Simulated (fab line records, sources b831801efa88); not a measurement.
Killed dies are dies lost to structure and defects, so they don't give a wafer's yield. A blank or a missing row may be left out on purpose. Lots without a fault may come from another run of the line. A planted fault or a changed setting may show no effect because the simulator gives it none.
fab line records | flow gf180mcu
record lots=14 wafers=42 last_day=34
route steps=602 shown NSD@245 PSD@259 CONTACT@288
lots that met no fault: from a run of the same line without faults
start_h: hours from the record's first day to the start of the lot's first wafer shown | wait_h: hours since the lot's step before | " the same as in the row above | L1.1+2: a row that stands for several wafers | - no value, or no start given | * or withheld: withheld | < > ~ a bound
route shown NAME@n: a module of which the file shows steps, and the number in the route of the first | usual: mean/standard deviation of fault-free wafers | same: alike in all rows | chamber/n: place in a boat | sites: the reading at each site | _std_site: their standard deviation | _edge_site: outer sites' mean less inner sites' | radius_mm: how far each site lies from the wafer's centre | mask NAME#n: copy n | behind: the tool/chamber that last shaped the wafer | hold: why the lot was held/for how many hours/how that ended | device: the transistor (n, p or np) that didn't switch | end of line: the same wafers' tests at the end of the route | a step without rows: its recipe alone | killed: dies lost to structure and defects at the first sort, not the wafer's yield | map: a wafer's dies, x killed, . not, _ none there
set.NAME: the setting as run; set.NAME@STEP: as run at that earlier step | model.NAME: the simulator's own value behind a step, which no gauge read
steps of the route over a sample of lots; a table a step, a row a wafer
services: from which hour (start_h, from the record's first day; less than 0 if before it) a tool's chamber was out of use, for how many hours, and why
## steps
# step GF_NSD_IMPLANT_10
# recipe species=P energy_kev=40 dose_cm2=5e+14 tilt_deg=7
# usual dose_ions_cm2=4.999e+14/4.6e+11 faraday_current_uA=2786/54
# columns lot.wafer tool chamber start_h wait_h dose_ions_cm2 faraday_current_uA
L289.2 implanter-04 0 291.70 0.1 4.99e+14 2836
L289.4 " 0 " " 4.994e+14 2779
L289.6 " 0 " " 4.999e+14 2745
L291.2 implanter-04 0 309.23 0.1 5e+14 2818
L291.4 " 0 " " 4.989e+14 2876
L291.6 " 0 " " 5.007e+14 2718
L292.2 implanter-02 0 313.80 0.1 4.994e+14 2736
L292.3 " 0 " " 4.999e+14 2692
L292.5 " 0 " " 5.003e+14 2798
L293.2 implanter-04 0 327.46 0.1 4.99e+14 2712
L293.5 " 0 " " 5.007e+14 2756
L293.6 " 0 " " 5.005e+14 2763
L301.2 implanter-04 0 393.46 0.1 5.202e+14 2884
L301.5 " 0 " " 5.219e+14 2937
L301.6 " 0 " " 5.208e+14 2930
L303.1 implanter-04 0 413.72 0.1 5.206e+14 2864
L303.3 " 0 " " 5.203e+14 2992
L303.5 " 0 " " 5.205e+14 2961
L305.1 implanter-02 0 429.02 0.1 4.998e+14 2746
L305.2 " 0 " " 5.001e+14 2827
L305.3 " 0 " " 5e+14 2887
L306.2 implanter-02 0 444.15 0.1 4.997e+14 2802
L306.3 " 0 " " 4.996e+14 2865
L306.5 " 0 " " 5e+14 2724
L307.1 implanter-02 0 449.26 0.1 5.003e+14 2763
L307.3 " 0 " " 5.001e+14 2831
L307.6 " 0 " " 5e+14 2787
L308.1 implanter-01 0 452.87 0.1 4.996e+14 2747
L308.5 " 0 " " 5.001e+14 2857
L308.6 " 0 " " 4.998e+14 2749
L309.1 implanter-01 0 465.21 0.1 4.998e+14 2702
L309.3 " 0 " " 5.005e+14 2808
L309.6 " 0 " " 4.995e+14 2826
L310.1 implanter-02 0 466.93 0.1 4.997e+14 2807
L310.3 " 0 " " 4.998e+14 2761
L310.6 " 0 " " 4.998e+14 2712
L311.1 implanter-02 0 476.57 0.1 5.001e+14 2827
L311.3 " 0 " " 4.996e+14 2859
L311.6 " 0 " " 4.999e+14 2864
L312.1 implanter-01 0 483.73 0.1 5.002e+14 2801
L312.4 " 0 " " 4.995e+14 2751
L312.6 " 0 " " 5.001e+14 2802
# step GF_PSD_TW_MEAS_11
# usual PSD_TW=3155/14
# columns lot.wafer tool chamber start_h wait_h PSD_TW
L289.2 film_metro-02 - 312.61 0.1 3167
L289.4 " - " " 3154
L289.6 " - " " 3176
L291.2 film_metro-03 - 331.02 0.1 3164
L291.4 " - " " 3167
L291.6 " - " " 3157
L292.2 film_metro-03 - 336.23 0.1 3148
L292.3 " - " " 3147
L292.5 " - " " 3177
L293.2 film_metro-03 - 350.21 0.1 3138
L293.5 " - " " 3160
L293.6 " - " " 3161
L301.2 film_metro-02 - 416.96 0.1 3134
L301.5 " - " " 3150
L301.6 " - " " 3132
L303.1 film_metro-03 - 438.20 0.1 3177
L303.3 " - " " 3158
L303.5 " - " " 3171
L305.1 film_metro-03 - 453.27 0.1 3188
L305.2 " - " " 3160
L305.3 " - " " 3173
L306.2 film_metro-04 - 469.03 0.1 3148
L306.3 " - " " 3154
L306.5 " - " " 3145
L307.1 film_metro-02 - 473.26 0.1 3177
L307.3 " - " " 3169
L307.6 " - " " 3163
L308.1 film_metro-04 - 477.71 0.1 3160
L308.5 " - " " 3156
L308.6 " - " " 3159
L309.1 film_metro-03 - 489.46 0.1 3125
L309.3 " - " " 3144
L309.6 " - " " 3135
L310.1 film_metro-03 - 491.11 0.1 3144
L310.3 " - " " 3134
L310.6 " - " " 3131
L311.1 film_metro-02 - 500.10 0.1 3148
L311.3 " - " " 3178
L311.6 " - " " 3155
L312.1 film_metro-02 - 507.60 0.1 3142
L312.4 " - " " 3157
L312.6 " - " " 3153
# step GF_PSD_RS_MEAS_14
# recipe thk_meas_gauge=four-point-probe
# usual NSD_RS=46.18/0.075
# columns lot.wafer tool chamber start_h wait_h NSD_RS[ohm/sq]
L289.2 film_metro-03 - 312.82 0.1 46.14
L289.4 " - " " 46.13
L289.6 " - " " 46.20
L291.2 film_metro-02 - 331.22 0.1 46.15
L291.4 " - " " 46.17
L291.6 " - " " 46.20
L292.2 film_metro-04 - 336.44 0.1 46.26
L292.3 " - " " 46.13
L292.5 " - " " 46.10
L293.2 film_metro-04 - 350.42 0.1 46.11
L293.5 " - " " 46.24
L293.6 " - " " 46.19
L301.2 film_metro-02 - 417.17 0.1 46.03
L301.5 " - " " 45.93
L301.6 " - " " 45.86
L303.1 film_metro-03 - 438.40 0.1 45.77
L303.3 " - " " 45.77
L303.5 " - " " 45.85
L305.1 film_metro-02 - 453.47 0.1 46.14
L305.2 " - " " 46.28
L305.3 " - " " 46.25
L306.2 film_metro-02 - 469.24 0.1 46.28
L306.3 " - " " 46.36
L306.5 " - " " 46.29
L307.1 film_metro-04 - 473.45 0.1 46.02
L307.3 " - " " 46.17
L307.6 " - " " 46.12
L308.1 film_metro-02 - 477.90 0.1 46.30
L308.5 " - " " 46.27
L308.6 " - " " 46.28
L309.1 film_metro-02 - 489.65 0.1 46.34
L309.3 " - " " 46.33
L309.6 " - " " 46.23
L310.1 film_metro-04 - 491.30 0.1 46.14
L310.3 " - " " 46.17
L310.6 " - " " 46.07
L311.1 film_metro-02 - 500.30 0.1 46.20
L311.3 " - " " 46.21
L311.6 " - " " 46.06
L312.1 film_metro-03 - 507.81 0.1 46.14
L312.4 " - " " 46.18
L312.6 " - " " 46.19
# step GF_CONTACT_THK_MEAS_01
# recipe reads=SiO2_of_CONTACT_CVD_00
# usual CONTACT_CVD_00_THK=300/3.4
# columns lot.wafer tool chamber start_h wait_h CONTACT_CVD_00_THK[nm]
L289.2 film_metro-01 - 334.90 0.0 301
L289.4 " - " " 299
L289.6 " - " " 302
L291.2 film_metro-04 - 353.28 0.0 296
L291.4 " - " " 302
L291.6 " - " " 303
L292.2 film_metro-04 - 359.25 0.0 302
L292.3 " - " " 305
L292.5 " - " " 300
L293.2 film_metro-04 - 373.53 0.0 300
L293.5 " - " " 301
L293.6 " - " " 301
L301.2 film_metro-04 - 442.36 0.0 295
L301.5 " - " " 299
L301.6 " - " " 293
L303.1 film_metro-02 - 462.96 0.0 299
L303.3 " - " " 294
L303.5 " - " " 301
L305.1 film_metro-01 - 478.89 0.0 292
L305.2 " - " " 301
L305.3 " - " " 292
L306.2 film_metro-01 - 493.83 0.0 301
L306.3 " - " " 298
L306.5 " - " " 295
L307.1 film_metro-01 - 498.03 0.0 303
L307.3 " - " " 298
L307.6 " - " " 299
L308.1 film_metro-01 - 502.75 0.0 303
L308.5 " - " " 302
L308.6 " - " " 302
L309.1 film_metro-04 - 513.76 0.0 300
L309.3 " - " " 305
L309.6 " - " " 299
L310.1 film_metro-04 - 516.08 0.0 298
L310.3 " - " " 304
L310.6 " - " " 308
L311.1 film_metro-02 - 524.37 0.0 296
L311.3 " - " " 298
L311.6 " - " " 301
L312.1 film_metro-04 - 531.92 0.0 301
L312.4 " - " " 298
L312.6 " - " " 303
# step GF_CONTACT_CVD_02
# recipe material=SiO2 target_thk_nm=860 precursor=TEOS temp_c=400 time_s=95.992 rf_w=600
# usual heater_power_w=649/120
# columns lot.wafer tool chamber start_h wait_h heater_power_w
L289.2 pecvd-03 1 334.95 0.0 479
L289.4 " 0 " " 629
L289.6 " 1 " " 514
L291.2 pecvd-03 0 353.33 0.0 595
L291.4 " 2 " " 671
L291.6 " 0 " " 654
L292.2 pecvd-01 1 359.30 0.0 640
L292.3 " 0 " " 829
L292.5 " 2 " " 699
L293.2 pecvd-02 2 373.58 0.0 611
L293.5 " 2 " " 698
L293.6 " 0 " " 734
L301.2 pecvd-01 2 442.41 0.0 622
L301.5 " 1 " " 625
L301.6 " 0 " " 917
L303.1 pecvd-03 1 463.02 0.1 435
L303.3 " 0 " " 706
L303.5 " 0 " " 721
L305.1 pecvd-02 0 478.95 0.1 644
L305.2 " 1 " " 571
L305.3 " 2 " " 700
L306.2 pecvd-02 2 493.88 0.0 691
L306.3 " 0 " " 698
L306.5 " 0 " " 729
L307.1 pecvd-01 1 498.09 0.1 634
L307.3 " 1 " " 504
L307.6 " 0 " " 964
L308.1 pecvd-02 2 502.81 0.1 736
L308.5 " 0 " " 598
L308.6 " 2 " " 593
L309.1 pecvd-02 1 513.82 0.1 529
L309.3 " 2 " " 724
L309.6 " 2 " " 582
L310.1 pecvd-01 1 516.14 0.1 526
L310.3 " 0 " " 946
L310.6 " 0 " " 991
L311.1 pecvd-01 0 524.43 0.1 910
L311.3 " 1 " " 621
L311.6 " 2 " " 673
L312.1 pecvd-02 2 531.98 0.1 572
L312.4 " 1 " " 551
L312.6 " 0 " " 717
## services
# columns tool chamber start_h hours kind
implanter-02 - 291.25 5.2 repair
pecvd-01 0 295.80 11.6 repair
pecvd-01 - 368.63 2.1 repair
pecvd-03 - 368.88 14.0 pm
pecvd-03 0 368.88 14.0 vent_cycle
pecvd-03 1 368.88 14.0 vent_cycle
pecvd-03 2 368.88 14.0 vent_cycle
implanter-01 - 368.95 1.7 repair
pecvd-02 1 373.43 9.3 repair
implanter-02 - 382.27 2.5 repair
pecvd-03 0 382.88 - clean
pecvd-03 1 382.88 - clean
implanter-04 - 383.06 1.4 repair
pecvd-01 - 396.89 0.6 repair
implanter-04 - 399.94 4.0 pm
implanter-01 - 408.58 4.7 pm
implanter-02 - 413.83 6.5 repair
implanter-02 - 429.87 2.2 repair
implanter-01 - 441.82 1.6 repair
pecvd-02 - 454.17 2.8 pm
implanter-02 - 481.40 5.1 pm
pecvd-01 2 484.24 19.1 repair
pecvd-01 - 492.83 2.6 repair
pecvd-01 - 503.82 5.5 pm
## key
first_sign step=GF_NSD_IMPLANT_10 reading=dose_ions_cm2 direction=up sigmas=46 usual=4.999e+14 struck=5.207e+14
effect step=GF_NSD_IMPLANT_10 reading=faraday_current_uA direction=up sigmas=2.6 usual=2786 struck=2928
effect step=GF_PSD_RS_MEAS_14 reading=NSD_RS direction=down sigmas=4.1 usual=46.18 struck=45.87
met_at GF_NSD_IMPLANT_10
struck_lots L301,L303
tester_left_out L301,L303
not_acting_at GF_PSD_TW_MEAS_11,GF_CONTACT_THK_MEAS_01,GF_CONTACT_CVD_02
onset_between 327.46 393.46
fault kind=process_parameter_drift tool=implanter-04 chamber=- onset_h=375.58 steps=GF_NSD_IMPLANT_10 channel=dose_cm2 offset=2.1145e+13 shape=step end_h=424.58 acts_in=these_recipes_only stated=5e+14
# tester_left_out: of these lots the tester's yield and bins aren't shown, on N5 and GAA mostly nor the transistor test; their killed dies are dies lost to structure and defects alone, not to doping, threshold or leakage, so they don't give the yield
